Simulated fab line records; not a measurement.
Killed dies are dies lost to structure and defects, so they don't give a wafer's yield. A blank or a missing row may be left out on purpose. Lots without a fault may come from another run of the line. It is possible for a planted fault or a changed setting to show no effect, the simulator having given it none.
The tool behind it: which one? | flow gf180mcu | 12 lots, 36 wafers sampled, at 5 steps of a route of 602

WHAT THE GAUGES READ, wafer by wafer
GF_TOP_METAL_RS_MEAS_05: measurement is done with a four-point probe. Usual: TOP_METAL_ALCU_RS 0.0328 ohm/sq, standard deviation 0.00042.
lot  | measured     | on           | TOP_METAL_ALCU_RS (ohm/sq) | flag
L929 | day 27 17:27 | filmMetro-04 | 0.0338 0.0331 0.0326       | 
L930 | day 27 21:23 | filmMetro-04 | 0.0338 0.0335 0.0339       | 
L932 | day 28 13:49 | filmMetro-04 | 0.0325 0.0330 0.0327       | 
L933 | day 28 16:49 | filmMetro-04 | 0.0333 0.0327 0.0337       | 
L934 | day 29 02:50 | filmMetro-04 | 0.0333 0.0323 0.0328       | 
L936 | day 29 16:11 | filmMetro-04 | 0.0331 0.0328 0.0333       | 
L942 | day 31 11:47 | filmMetro-03 | 0.0323 0.0319 0.0324       | 
L945 | day 32 19:20 | filmMetro-04 | 0.0330 0.0328 0.0329       | 
L946 | day 32 20:09 | filmMetro-04 | 0.0325 0.0327 0.0325       | 
L947 | day 33 02:20 | filmMetro-04 | 0.0327 0.0324 0.0328       | 
L951 | day 33 15:49 | filmMetro-02 | 0.0323 0.0327 0.0320       | 
L950 | day 33 18:04 | filmMetro-04 | 0.0322 0.0327 0.0322       | 

GF_TOP_METAL_THK_MEAS_06: measures by xrf. Usual: TOP_METAL_ALCU_THK 900 nm, standard deviation 14.
lot  | measured     | on           | TOP_METAL_ALCU_THK (nm) | flag
L929 | day 27 17:34 | filmMetro-04 | 868 886 894             | 
L930 | day 27 21:29 | filmMetro-04 | 865 873 861             | 
L932 | day 28 13:56 | filmMetro-04 | 905 893 898             | 
L933 | day 28 16:56 | filmMetro-04 | 884 895 872             | 
L934 | day 29 02:57 | filmMetro-04 | 881 904 892             | 
L936 | day 29 16:18 | filmMetro-04 | 886 895 878             | 
L942 | day 31 11:54 | filmMetro-03 | 910 925 907             | 
L945 | day 32 19:27 | filmMetro-04 | 904 900 901             | 
L946 | day 32 20:16 | filmMetro-04 | 909 909 912             | 
L947 | day 33 02:26 | filmMetro-04 | 903 908 905             | 
L951 | day 33 15:56 | filmMetro-02 | 921 915 927             | 
L950 | day 33 18:10 | filmMetro-04 | 915 907 917             | 

GF_PASSIVATION_THK_MEAS_01. Usual: PASSIVATION_CVD_00_THK 999 nm, standard deviation 14.
lot  | measured     | on           | PASSIVATION_CVD_00_THK (nm) | flag
L929 | day 28 13:54 | filmMetro-01 | 1009 998 1011               | 
L930 | day 28 17:43 | filmMetro-03 | 988 1003 1006               | 
L932 | day 29 09:12 | filmMetro-02 | 984 987 987                 | 
L933 | day 29 12:05 | filmMetro-02 | 986 980 1017                | 
L934 | day 29 22:37 | filmMetro-01 | 1540 1006 984               | OFF
L936 | day 30 11:50 | filmMetro-02 | 1524 995 1545               | OFF
L942 | day 32 05:46 | filmMetro-03 | 992 990 1001                | 
L945 | day 33 11:04 | filmMetro-03 | 982 993 1004                | 
L946 | day 33 11:44 | filmMetro-03 | 985 994 1006                | 
L947 | day 33 18:52 | filmMetro-03 | 1018 980 1013               | 
L951 | day 34 08:03 | filmMetro-01 | 999 993 1001                | 
L950 | day 34 10:24 | filmMetro-02 | 991 998 1011                | 

TOOL THAT RAN EACH LOT (tool first, then ch and the chambers of the sampled wafers, then the start)
lot  | GF_TOP_METAL_METAL_ETCH_16       | GF_PASSIVATION_CVD_00
L929 | rieMetal-01 ch 0,1, day 28 13:05 | pecvd-01 ch 1,2, day 28 13:49
L930 | rieMetal-03 ch 0,1, day 28 16:57 | pecvd-03 ch 0,1, day 28 17:37
L932 | rieMetal-02 ch 1, day 29 08:12   | pecvd-02 ch 0,2, day 29 09:07
L933 | rieMetal-01 ch 0, day 29 11:09   | pecvd-03 ch 0,2, day 29 12:00
L934 | rieMetal-03 ch 0,1, day 29 21:48 | pecvd-03 ch 0,1,2, day 29 22:32
L936 | rieMetal-01 ch 0,1, day 30 10:57 | pecvd-03 ch 1,2, day 30 11:46
L942 | rieMetal-02 ch 0,1, day 32 04:57 | pecvd-01 ch 0,2, day 32 05:41
L945 | rieMetal-03 ch 0,1, day 33 10:16 | pecvd-03 ch 0,1,2, day 33 10:59
L946 | rieMetal-01 ch 0,1, day 33 10:56 | pecvd-03 ch 0,1,2, day 33 11:40
L947 | rieMetal-01 ch 0,1, day 33 17:57 | pecvd-02 ch 0,2, day 33 18:47
L951 | rieMetal-02 ch 0,1, day 34 07:14 | pecvd-03 ch 0,1,2, day 34 07:58
L950 | rieMetal-03 ch 0, day 34 09:25   | pecvd-03 ch 0,1,2, day 34 10:19
- GF_TOP_METAL_METAL_ETCH_16: etches the open film in Cl2/BCl3, stops on SiO2, target depth 1197 nm, time 199.5 s.
- GF_PASSIVATION_CVD_00: deposits SiO2 from TEOS, target thk 1000 nm, time 111.95 s.

WHAT THE TOOLS THEMSELVES READ (means of the sampled wafers that have a number; where no wafer has one, the mark that the record gives instead)
GF_TOP_METAL_METAL_ETCH_16. Usual: drypumpMotorCurrentA 6.0 A, standard deviation 0.52; oesProductAu 0.987 a.u., standard deviation 0.0068; throttleValvePct 28.234 %, standard deviation 0.011.
lot  | tool        | drypumpMotorCurrentA (A) | oesProductAu (a.u.) | throttleValvePct (%) | flag
L929 | rieMetal-01 | 6.4                      | 0.987               | 28.230               | 
L930 | rieMetal-03 | 5.3                      | 0.994               | 28.220               | 
L932 | rieMetal-02 | 6.1                      | 0.967               | 28.249               | 
L933 | rieMetal-01 | 6.4                      | 0.990               | 28.239               | 
L934 | rieMetal-03 | 5.2                      | 0.989               | 28.226               | 
L936 | rieMetal-01 | 6.4                      | 0.981               | 28.234               | 
L942 | rieMetal-02 | 6.1                      | 0.982               | 28.233               | 
L945 | rieMetal-03 | 5.2                      | 0.991               | 28.231               | 
L946 | rieMetal-01 | 6.4                      | 0.989               | 28.231               | 
L947 | rieMetal-01 | 6.4                      | 0.989               | 28.234               | 
L951 | rieMetal-02 | 6.2                      | 0.986               | 28.238               | 
L950 | rieMetal-03 | 5.1                      | 0.990               | 28.218               | 

GF_PASSIVATION_CVD_00. Usual: heaterPowerOuterW 386 W, standard deviation 54; heaterPowerW 681 W, standard deviation 87.
lot  | tool     | heaterPowerOuterW (W) | heaterPowerW (W) | flag
L929 | pecvd-01 | 368                   | 712              | 
L930 | pecvd-03 | 360                   | 599              | 
L932 | pecvd-02 | 371                   | 646              | 
L933 | pecvd-03 | 398                   | 698              | 
L934 | pecvd-03 | 353                   | 621              | 
L936 | pecvd-03 | 359                   | 639              | 
L942 | pecvd-01 | 363                   | 646              | 
L945 | pecvd-03 | 370                   | 649              | 
L946 | pecvd-03 | 380                   | 656              | 
L947 | pecvd-02 | 384                   | 668              | 
L951 | pecvd-03 | 394                   | 665              | 
L950 | pecvd-03 | 401                   | 681              | 

THE ANSWER, worked out from the rows above alone
Rule: take the mean of a lot's wafers that have a number; if it is more than 3 standard deviations from the usual mean, the lot is off. Also off: a lot with no number at a reading for which 4 or more lots have one. Any other lot the step has rows for is counted as sound. After the gauges, taken in route order, come the tools' own readings; for these a lot's mean is taken, as printed above. At the first step where some lot is off, the reading lying furthest off is the one used; lots without a number count as furthest.
Off: at GF_PASSIVATION_THK_MEAS_01 (PASSIVATION_CVD_00_THK), L934, L936.
A tool fits if, at a process step before that reading, it ran every lot that is off, and no sound lot after the first of them. Those tools and the gauges at GF_PASSIVATION_THK_MEAS_01 are tried in the same way. Not one of the candidates tried fits.

WHAT HAD BEEN PUT IN BY THE SIMULATOR
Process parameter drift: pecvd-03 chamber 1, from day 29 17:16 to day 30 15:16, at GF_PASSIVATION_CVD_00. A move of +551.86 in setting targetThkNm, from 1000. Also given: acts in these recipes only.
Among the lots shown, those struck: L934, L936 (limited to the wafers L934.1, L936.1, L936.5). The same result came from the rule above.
